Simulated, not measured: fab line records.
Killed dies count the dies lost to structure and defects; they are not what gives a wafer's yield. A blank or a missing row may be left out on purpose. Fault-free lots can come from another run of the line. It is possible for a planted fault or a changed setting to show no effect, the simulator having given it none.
One fault through the eyes of 2 desks :: flow sky130 :: every desk sees just its own numbers, and what lay behind them comes last

## FOR THE TOOL OWNER'S DESK: pvd sputter-01
The tool's own readings at SKY_METAL5_SPUTTER_02 (material AlCu, target thk 1150 nm, time 61.2 s): means of the sampled wafers that have a number, for each lot that ran on this tool. The brackets show how far a lot's mean lies from the usual mean; more than 4 standard deviations puts the lot out of limits, marked OUT.
Columns: A = throttle valve pct at SKY_METAL5_SPUTTER_02, usual 30.1 %
lot: L602
first seen here: day 44 19:47
A: 30.3

lot: L612
first seen here: day 47 17:42
A: 31.1
Finding of this desk: none of the 2 lots has anything out of limits.

## METROLOGY DESK
Lot by lot, what the gauges showed, no matter which tool ran the lot: averages of those sampled wafers that carry a number. The brackets show how far a lot's mean lies from the usual mean; more than 4 standard deviations puts the lot out of limits, marked OUT.
Columns: A = METAL5_ALCU_RS at SKY_METAL5_RS_MEAS_05, usual 0.0271 ohm/sq; B = METAL5_ALCU_THK at SKY_METAL5_THK_MEAS_06, usual 1156 nm
lot: L595
first seen here: day 42 20:38
A: 0.0275
B: 1142

lot: L597
first seen here: day 43 05:56
A: 0.0266
B: 1174

lot: L599
first seen here: day 44 02:19
A: 0.0273
B: 1150

lot: L600
first seen here: day 44 05:57
A: 0.0273
B: 1150

lot: L602
first seen here: day 44 19:54
A: 0.0273
B: 1143

lot: L613
first seen here: day 47 14:01
A: 0.0262
B: 1181

lot: L612
first seen here: day 47 17:53
A: 0.0287 (+5.0) OUT
B: 1115

lot: L614
first seen here: day 47 22:30
A: 0.0273
B: 1143

lot: L615
first seen here: day 47 23:53
A: 0.0270
B: 1153
Finding of this desk: L612 out of limits, first seen on L612 at day 47 17:53 (METAL5_ALCU_RS at SKY_METAL5_RS_MEAS_05). L595, L597, L599, L600, L602, L613, L614, L615 stayed within limits.

## PUT TOGETHER
Metrology desk: alarm possible at day 47 17:53 on L612.
Nothing out of limits was seen by the tool owner's desk.
On record at the tool owner's desk: L612, within its limits.
The lots listed all ran SKY_METAL5_SPUTTER_02 on pvd sputter-01.

## WHAT THE SIMULATOR PUT IN
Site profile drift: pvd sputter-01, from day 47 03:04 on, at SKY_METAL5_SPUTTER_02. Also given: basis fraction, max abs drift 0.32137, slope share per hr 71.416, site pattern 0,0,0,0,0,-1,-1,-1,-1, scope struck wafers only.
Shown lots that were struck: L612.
Hours from the fault's start to each desk's first reading out of limits: the metrology desk, 15.
